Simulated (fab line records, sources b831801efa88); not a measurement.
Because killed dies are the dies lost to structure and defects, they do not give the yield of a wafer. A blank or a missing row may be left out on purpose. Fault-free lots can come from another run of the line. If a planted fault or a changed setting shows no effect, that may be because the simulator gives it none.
Code-filled problem report in 8D (eight disciplines) form -- flow gf180mcu -- the parts of the form that need people (team, actions taken, sign-off) are left out

1. THE ISSUE
Mean DNWELL_TW at GF_DNWELL_TW_MEAS_09: 1062 over 6 wafers in 2 lots; fault-free wafers: 1356, standard deviation 7.1. That is -41 standard deviations from the usual mean.
Seen first at day 6 03:59 on film_metro-02, wafer L868.2. The record holds 39 wafers of 13 lots with a number at this step. The rule behind "out" and "out of limits": a value lying over 4 standard deviations away from the usual mean. The other wafers with a number count as sound.

2. WHAT THIS IS AND IS NOT
question,is,is not
which readings at this step,DNWELL_TW,-
which lots,"L868, L870","L855, L856, L857, L858, L859, L860, L862, L866, L872, L874, L876"
which wafers of those lots,all that have a number,-
read on which gauges,"film_metro-01, film_metro-02",film_metro-04
when,from day 6 03:59,"up to then (24 sound wafers); but 9 sound wafers of L872, L874, L876 came after"

3. THE SUSPECTS, EACH WITH WHAT RULES IT OUT
Counting: any tool at a process step up to the reading is kept as a suspect provided that every lot that is out went through it and no sound lot did after the first of them.
- the gauge at GF_DNWELL_TW_MEAS_09: ruled out. Those wafers that are out were read across 2 gauges (film_metro-01, film_metro-02).
- implanter-04 at GF_DNWELL_IMPLANT_07: kept. It ran every lot that is out, first L868 (day 6 03:44), and no sound lot after that; its last sound lot up to then is L866 (day 5 16:08). On those wafers its own readings are out: dose_ions_cm2, faraday_current_uA.
The count leaves implanter-04 at GF_DNWELL_IMPLANT_07.

4. THE CAUSE (what the simulator had put in)
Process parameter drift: implanter-04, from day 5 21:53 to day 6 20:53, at GF_DNWELL_IMPLANT_07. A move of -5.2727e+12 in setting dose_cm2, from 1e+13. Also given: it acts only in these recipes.
This tool alone remained once counting was done.

5. THE CHAIN OF EFFECTS, in route order
Rows list readings where the struck wafers' mean (over those with a number) sits beyond 3 standard deviations from the usual. Scope: only readings with a usual standard deviation given in the record; hours: median across lots of the time from each lot's start at the first step in this table that gives one to its start at this step; sigmas: change in usual standard deviations.
hours,step,reading,usual,on struck wafers,change,sigmas
0,GF_DNWELL_IMPLANT_07,dose_ions_cm2,1.0002e+13,4.7302e+12,-5.2718e+12,-99 or more
0,GF_DNWELL_IMPLANT_07,faraday_current_uA,56.4,27.0,-29.4,-24
0,GF_DNWELL_TW_MEAS_09,DNWELL_TW,1356,1062,-294,-41
Process steps it contains:
- GF_DNWELL_IMPLANT_07
Later steps that measure or inspect, where all struck wafers having a row at the step show a number for every such reading and not one has moved that far: GF_NSD_OVL_MEAS_08.

6. WHAT WOULD HAVE CAUGHT IT SOONER
Counted from the fault's start at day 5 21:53, it took 6 hours until the first out-of-limits reading at a measuring or inspecting step in this record, taken at day 6 03:59.
The tool's own readings at GF_DNWELL_IMPLANT_07 were out on every struck wafer that the step has a row for (dose_ions_cm2, faraday_current_uA): an alarm limit on them would have fired on the first of those.
Lots out: 2; of these, L870 started GF_DNWELL_IMPLANT_07 on implanter-04 after day 6 03:59. A hold on the tool at that time would have spared it.
